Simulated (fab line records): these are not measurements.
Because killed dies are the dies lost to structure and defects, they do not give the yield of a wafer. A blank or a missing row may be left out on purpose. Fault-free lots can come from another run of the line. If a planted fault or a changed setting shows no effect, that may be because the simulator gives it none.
What tool caused it? -- flow gf180mcu -- 24 lots, 72 wafers sampled, at 5 steps of a route of 602

== WHAT THE GAUGES SHOWED, per wafer ==
GF_V5_THK_MEAS_01.
lot,measured,on,V5_CVD_00_THK (nm)
L074,day 26 16:22,film-metro-04,292 297 295
L075,day 27 02:09,film-metro-02,300 300 297
L076,day 27 05:42,film-metro-02,300 295 296
L077,day 27 14:22,film-metro-03,299 296 302
L078,day 27 19:30,film-metro-02,299 298 300
L079,day 28 04:22,film-metro-03,302 305 303
L080,day 28 10:05,film-metro-02,300 298 299
L081,day 28 14:52,film-metro-04,295 297 297
L082,day 29 02:03,film-metro-03,300 298 299
L083,day 29 07:53,film-metro-04,307 304 301
L084,day 29 12:57,film-metro-02,302 300 301
L085,day 29 22:26,film-metro-04,294 299 299
L086,day 30 02:27,film-metro-02,305 302 303
L087,day 30 13:14,film-metro-04,303 304 300
L088,day 30 19:07,film-metro-02,303 301 297
L089,day 30 21:23,film-metro-02,304 299 305
L090,day 31 03:35,film-metro-03,297 302 295
L091,day 31 11:45,film-metro-03,294 299 301
L092,day 31 14:15,film-metro-04,304 301 300
L093,day 32 01:48,film-metro-03,303 299 300
L094,day 32 03:34,film-metro-02,305 306 306
L095,day 32 08:56,film-metro-03,296 300 298
L096,day 32 15:05,film-metro-02,295 302 301
L097,day 32 21:08,film-metro-03,301 300 298

== WHICH TOOL RAN EACH LOT (tool, then ch and the chambers of the sampled wafers, then the start) ==
lot,GF_V1_CVD_23,GF_V3_CMP_04,GF_V3_CVD_23,GF_V4_CMP_26
L074,"cvd-w-02 ch 0,1, day 18 12:49","cmp-02 ch 1,2,3, day 21 18:13","cvd-w-01 ch 0,1, day 22 18:56","cmp-01 ch 0,3, day 24 19:38"
L075,"cvd-w-02 ch 0,1, day 18 23:59","cmp-02 ch 0,2,3, day 22 06:00","cvd-w-02 ch 0,1, day 23 06:33","cmp-01 ch 1,2,3, day 25 06:20"
L076,"cvd-w-02 ch 0,1, day 19 03:27","cmp-02 ch 0,1, day 22 10:41","cvd-w-02 ch 0,1, day 23 11:02","cmp-02 ch 0,1, day 25 10:32"
L077,"cvd-w-01 ch 0,1, day 19 16:05","cmp-02 ch 0,1,2, day 22 20:35","cvd-w-02 ch 0,1, day 23 20:53","cmp-01 ch 0,1, day 25 19:47"
L078,"cvd-w-02 ch 0, day 19 21:41","cmp-01 ch 0,3, day 23 02:01","cvd-w-01 ch 0,1, day 24 02:29","cmp-02 ch 2,3, day 26 00:53"
L079,"cvd-w-02 ch 0,1, day 20 07:56","cmp-02 ch 0,1,2, day 23 12:53","cvd-w-01 ch 0,1, day 24 12:28","cmp-02 ch 2,3, day 26 09:48"
L080,"cvd-w-02 ch 0,1, day 20 14:52","cmp-01 ch 0,1,2, day 23 18:31","cvd-w-01 ch 0,1, day 24 18:03","cmp-02 ch 1,3, day 26 16:20"
L081,"cvd-w-01 ch 0,1, day 20 20:30","cmp-02 ch 0,3, day 23 22:53","cvd-w-01 ch 0,1, day 24 21:56","cmp-02 ch 0,2,3, day 26 20:13"
L082,"cvd-w-01 ch 0,1, day 21 11:26","cmp-01 ch 0,3, day 24 13:53","cvd-w-02 ch 0,1, day 25 12:52","cmp-01 ch 0,2,3, day 27 09:41"
L083,"cvd-w-01 ch 0,1, day 21 18:41","cmp-02 ch 0,2,3, day 24 20:13","cvd-w-01 ch 0,1, day 25 18:21","cmp-02 ch 0,1,2, day 27 15:23"
L084,"cvd-w-01 ch 0,1, day 21 23:44","cmp-02 ch 1,2,3, day 25 00:22","cvd-w-01 ch 0,1, day 25 22:44","cmp-01 ch 0,2,3, day 27 19:38"
L085,"cvd-w-01 ch 0,1, day 22 11:56","cmp-02 ch 1,2,3, day 25 11:46","cvd-w-02 ch 0,1, day 26 10:15","cmp-01 ch 0,1, day 28 06:17"
L086,"cvd-w-01 ch 0,1, day 22 15:55","cmp-01 ch 2,3, day 25 15:58","cvd-w-02 ch 0,1, day 26 14:07","cmp-02 ch 0,3, day 28 10:19"
L087,"cvd-w-01 ch 1, day 23 03:21","cmp-01 ch 1,2, day 26 03:11","cvd-w-01 ch 0, day 27 01:31","cmp-01 ch 1,3, day 28 21:02"
L088,"cvd-w-01 ch 0,1, day 23 11:22","cmp-01 ch 0,1,3, day 26 10:22","cvd-w-02 ch 0,1, day 27 08:02","cmp-02 ch 0,1,3, day 29 03:11"
L089,"cvd-w-02 ch 0,1, day 23 15:24","cmp-02 ch 0,2,3, day 26 13:49","cvd-w-02 ch 0,1, day 27 11:03","cmp-01 ch 0,1,2, day 29 06:02"
L090,"cvd-w-01 ch 0,1, day 24 00:07","cmp-01 ch 1,2,3, day 26 20:58","cvd-w-01 ch 0,1, day 27 18:47","cmp-01 ch 1,2,3, day 29 12:51"
L091,"cvd-w-01 ch 0, day 24 09:50","cmp-02 ch 0,1,2, day 27 05:59","cvd-w-01 ch 0,1, day 28 03:42","cmp-02 ch 0,2,3, day 29 21:28"
L092,"cvd-w-02 ch 0,1, day 24 14:58","cmp-02 ch 1,2, day 27 10:46","cvd-w-01 ch 0,1, day 28 07:32","cmp-01 ch 0,1,2, day 30 01:11"
L093,"cvd-w-01 ch 0, day 25 02:32","cmp-01 ch 0,1,2, day 27 22:26","cvd-w-01 ch 0,1, day 28 19:13","cmp-02 ch 1,2,3, day 30 12:20"
L094,"cvd-w-01 ch 0,1, day 25 06:59","cmp-02 ch 0,1,3, day 28 02:11","cvd-w-02 ch 0,1, day 28 23:05","cmp-01 ch 0,1,3, day 30 16:05"
L095,"cvd-w-02 ch 0,1, day 25 13:09","cmp-01 ch 1,3, day 28 08:23","cvd-w-02 ch 0,1, day 29 04:40","cmp-02 ch 1,2,3, day 30 21:08"
L096,"cvd-w-01 ch 0,1, day 25 20:25","cmp-02 ch 0,2,3, day 28 14:59","cvd-w-01 ch 0,1, day 29 11:42","cmp-02 ch 0,1,2, day 31 03:35"
L097,"cvd-w-01 ch 0,1, day 26 05:11","cmp-01 ch 0,1,3, day 28 22:14","cvd-w-02 ch 0,1, day 29 18:43","cmp-02 ch 0,1,2, day 31 10:37"
- GF_V1_CVD_23: deposits W, target thk 350 nm, time 105.05 s.
- GF_V3_CMP_04: polishes SiO2.
- GF_V3_CVD_23: deposits W, target thk 350 nm, time 104.9 s.
- GF_V4_CMP_26: polishes, stops on SiO2, t overpolish 15 s, target thk 0 nm.

== WHAT THE TOOLS THEMSELVES READ (means of the sampled wafers that have a number; where no wafer has one, the mark that the record gives instead) ==
GF_V1_CVD_23.
lot,tool,heater-power-w (W)
L074,cvd-w-02,875
L075,cvd-w-02,927
L076,cvd-w-02,881
L077,cvd-w-01,800
L078,cvd-w-02,828
L079,cvd-w-02,878
L080,cvd-w-02,925
L081,cvd-w-01,818
L082,cvd-w-01,813
L083,cvd-w-01,790
L084,cvd-w-01,793
L085,cvd-w-01,801
L086,cvd-w-01,795
L087,cvd-w-01,768
L088,cvd-w-01,790
L089,cvd-w-02,890
L090,cvd-w-01,793
L091,cvd-w-01,838
L092,cvd-w-02,866
L093,cvd-w-01,845
L094,cvd-w-01,821
L095,cvd-w-02,942
L096,cvd-w-01,806
L097,cvd-w-01,797

GF_V3_CMP_04.
lot,tool,motor-current-A (A),time-to-endpoint-s (s)
L074,cmp-02,11.9,82
L075,cmp-02,11.8,81
L076,cmp-02,11.8,74
L077,cmp-02,12.0,86
L078,cmp-01,12.1,78
L079,cmp-02,12.4,81
L080,cmp-01,12.0,86
L081,cmp-02,11.5,79
L082,cmp-01,11.4,83
L083,cmp-02,11.5,78
L084,cmp-02,12.1,85
L085,cmp-02,12.2,79
L086,cmp-01,13.2,82
L087,cmp-01,13.0,77
L088,cmp-01,11.6,84
L089,cmp-02,11.9,79
L090,cmp-01,12.3,78
L091,cmp-02,11.9,81
L092,cmp-02,12.6,82
L093,cmp-01,12.1,76
L094,cmp-02,11.6,84
L095,cmp-01,12.5,72
L096,cmp-02,11.6,79
L097,cmp-01,12.3,81

GF_V3_CVD_23.
lot,tool,heater-power-w (W)
L074,cvd-w-01,800
L075,cvd-w-02,882
L076,cvd-w-02,939
L077,cvd-w-02,932
L078,cvd-w-01,785
L079,cvd-w-01,807
L080,cvd-w-01,827
L081,cvd-w-01,800
L082,cvd-w-02,886
L083,cvd-w-01,799
L084,cvd-w-01,819
L085,cvd-w-02,951
L086,cvd-w-02,889
L087,cvd-w-01,839
L088,cvd-w-02,944
L089,cvd-w-02,933
L090,cvd-w-01,809
L091,cvd-w-01,825
L092,cvd-w-01,824
L093,cvd-w-01,793
L094,cvd-w-02,885
L095,cvd-w-02,892
L096,cvd-w-01,801
L097,cvd-w-02,878

GF_V4_CMP_26.
lot,tool,motor-current-A (A),overpolish-run-s (s),time-to-endpoint-s (s)
L074,cmp-01,11.1,15.008,87
L075,cmp-01,11.8,15.003,87
L076,cmp-02,10.9,14.991,87
L077,cmp-01,10.4,15.001,84
L078,cmp-02,10.7,14.992,88
L079,cmp-02,11.1,14.998,92
L080,cmp-02,11.1,15.005,85
L081,cmp-02,10.4,15.002,87
L082,cmp-01,11.1,15.008,87
L083,cmp-02,11.1,15.005,95
L084,cmp-01,11.5,15.010,88
L085,cmp-01,10.2,14.998,82
L086,cmp-02,10.5,14.999,86
L087,cmp-01,11.3,14.991,87
L088,cmp-02,10.9,15.013,87
L089,cmp-01,11.0,15.012,87
L090,cmp-01,11.5,14.999,85
L091,cmp-02,10.9,15.005,91
L092,cmp-01,10.6,15.005,83
L093,cmp-02,11.1,15.004,87
L094,cmp-01,10.5,14.998,84
L095,cmp-02,10.9,14.998,83
L096,cmp-02,10.5,14.995,86
L097,cmp-02,11.1,15.000,88

== THE ANSWER, worked out from the rows above alone ==
Rule: the usual values come from the lots themselves. Put in order of their means at a reading, lots are off if they are a third of the lots or fewer, leave a main group of 4 or more, and stand apart from it by a gap of 3 or more times the standard deviation of the main group's means; of several such gaps the widest counts. Not used: any main group whose means are identical at the precision the tables above print for the reading. A lot without any number at a reading at which 4 lots or more have one is off too. Where the step has rows for the other lots, those lots are counted as sound. First the gauges in route order, then the tools' own readings, where a lot's mean is used as printed above. At the first step where some lot is off, the reading lying furthest off is the one used; lots without a number count as furthest.
None of the lots is off at any reading shown; this tells nothing.

== WHAT THE SIMULATOR PUT IN ==
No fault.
